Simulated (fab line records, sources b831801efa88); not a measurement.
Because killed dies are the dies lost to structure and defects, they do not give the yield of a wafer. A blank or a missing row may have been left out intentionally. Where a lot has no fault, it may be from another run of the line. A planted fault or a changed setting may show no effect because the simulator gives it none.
Chamber matching / flow gf180mcu / 4 sister chambers for GF_V3_ETCH_16 on rie diel-01
The step etches BARC in N2/H2. 16 wafers are shown with their chamber, then 8 later ones without.

WAFERS, EACH WITH ITS CHAMBER
wafer=L075.1; chamber=0; h2 flow sccm (sccm)=199.5; throttle valve pct (%)=13.221; oes product au (a.u.)=0.861
wafer=L075.2; chamber=2; h2 flow sccm (sccm)=199.4; throttle valve pct (%)=13.220; oes product au (a.u.)=0.859
wafer=L075.5; chamber=2; h2 flow sccm (sccm)=200.7; throttle valve pct (%)=13.218; oes product au (a.u.)=0.861
wafer=L078.1; chamber=1; h2 flow sccm (sccm)=199.9; throttle valve pct (%)=13.231; oes product au (a.u.)=0.858
wafer=L078.3; chamber=3; h2 flow sccm (sccm)=198.9; throttle valve pct (%)=13.238; oes product au (a.u.)=0.854
wafer=L078.6; chamber=0; h2 flow sccm (sccm)=200.1; throttle valve pct (%)=13.248; oes product au (a.u.)=0.855
wafer=L079.1; chamber=0; h2 flow sccm (sccm)=201.1; throttle valve pct (%)=13.230; oes product au (a.u.)=0.855
wafer=L079.2; chamber=2; h2 flow sccm (sccm)=200.0; throttle valve pct (%)=13.216; oes product au (a.u.)=0.865
wafer=L079.6; chamber=1; h2 flow sccm (sccm)=201.5; throttle valve pct (%)=13.226; oes product au (a.u.)=0.853
wafer=L081.2; chamber=0; h2 flow sccm (sccm)=200.3; throttle valve pct (%)=13.223; oes product au (a.u.)=0.863
wafer=L081.4; chamber=2; h2 flow sccm (sccm)=200.6; throttle valve pct (%)=13.247; oes product au (a.u.)=0.855
wafer=L081.5; chamber=0; h2 flow sccm (sccm)=199.2; throttle valve pct (%)=13.224; oes product au (a.u.)=0.845
wafer=L082.1; chamber=0; h2 flow sccm (sccm)=200.0; throttle valve pct (%)=13.225; oes product au (a.u.)=0.857
wafer=L082.4; chamber=1; h2 flow sccm (sccm)=200.3; throttle valve pct (%)=13.200; oes product au (a.u.)=0.859
wafer=L082.6; chamber=1; h2 flow sccm (sccm)=199.7; throttle valve pct (%)=13.221; oes product au (a.u.)=0.862
wafer=L083.2; chamber=0; h2 flow sccm (sccm)=200.2; throttle valve pct (%)=13.229; oes product au (a.u.)=0.845

SIGNATURES, as means of the wafers listed above
reading=h2 flow sccm; chamber 0=200.057; chamber 1=200.350; chamber 2=200.175; chamber 3=198.900; scatter within a chamber=0.662
reading=throttle valve pct; chamber 0=13.22857; chamber 1=13.21950; chamber 2=13.22525; chamber 3=13.23800; scatter within a chamber=0.0119
reading=oes product au; chamber 0=0.85443; chamber 1=0.85800; chamber 2=0.86000; chamber 3=0.85400; scatter within a chamber=0.00574
Rule: for each reading, subtract the chamber's mean from the wafer's reading, divide by that reading's scatter and square the result; add these up over the readings and take the root, which gives the wafer's distance from the chamber. If the next closest chamber is less than 2 further off than the closest, the wafer can't be placed; otherwise it belongs to the closest. How the scatter is found: for the shown wafers, subtract from each reading the mean of its chamber, square and add these, divide the total by (wafers less chambers), then take the root.

WAFERS WITH NO CHAMBER GIVEN
wafer=L083.3; h2 flow sccm (sccm)=199.9; throttle valve pct (%)=13.234; oes product au (a.u.)=0.850
wafer=L083.6; h2 flow sccm (sccm)=200.0; throttle valve pct (%)=13.225; oes product au (a.u.)=0.848
wafer=L091.3; h2 flow sccm (sccm)=200.6; throttle valve pct (%)=13.233; oes product au (a.u.)=0.848
wafer=L091.5; h2 flow sccm (sccm)=200.7; throttle valve pct (%)=13.224; oes product au (a.u.)=0.857
wafer=L091.6; h2 flow sccm (sccm)=198.5; throttle valve pct (%)=13.220; oes product au (a.u.)=0.860
wafer=L093.2; h2 flow sccm (sccm)=199.2; throttle valve pct (%)=13.239; oes product au (a.u.)=0.860
wafer=L093.5; h2 flow sccm (sccm)=199.5; throttle valve pct (%)=13.223; oes product au (a.u.)=0.859
wafer=L093.6; h2 flow sccm (sccm)=199.4; throttle valve pct (%)=13.208; oes product au (a.u.)=0.854

CHAMBER TAKEN BY EACH
wafer=L083.3; from the rows above=can't be placed: 0 or 3 or 2 or 1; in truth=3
wafer=L083.6; from the rows above=can't be placed: 0 or 1 or 2 or 3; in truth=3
wafer=L091.3; from the rows above=can't be placed: 0 or 1 or 2 or 3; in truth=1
wafer=L091.5; from the rows above=can't be placed: 1 or 2 or 0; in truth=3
wafer=L091.6; from the rows above=can't be placed: 3 or 2 or 0 or 1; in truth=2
wafer=L093.2; from the rows above=can't be placed: 3 or 0 or 2 or 1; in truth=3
wafer=L093.5; from the rows above=can't be placed: 2 or 0 or 1 or 3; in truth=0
wafer=L093.6; from the rows above=can't be placed: 1 or 0 or 2 or 3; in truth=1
Placed correctly: 0 of 8. Cannot be placed on the basis of these rows: 8; the candidates contain the true chamber in 7. 0 placed wrongly.
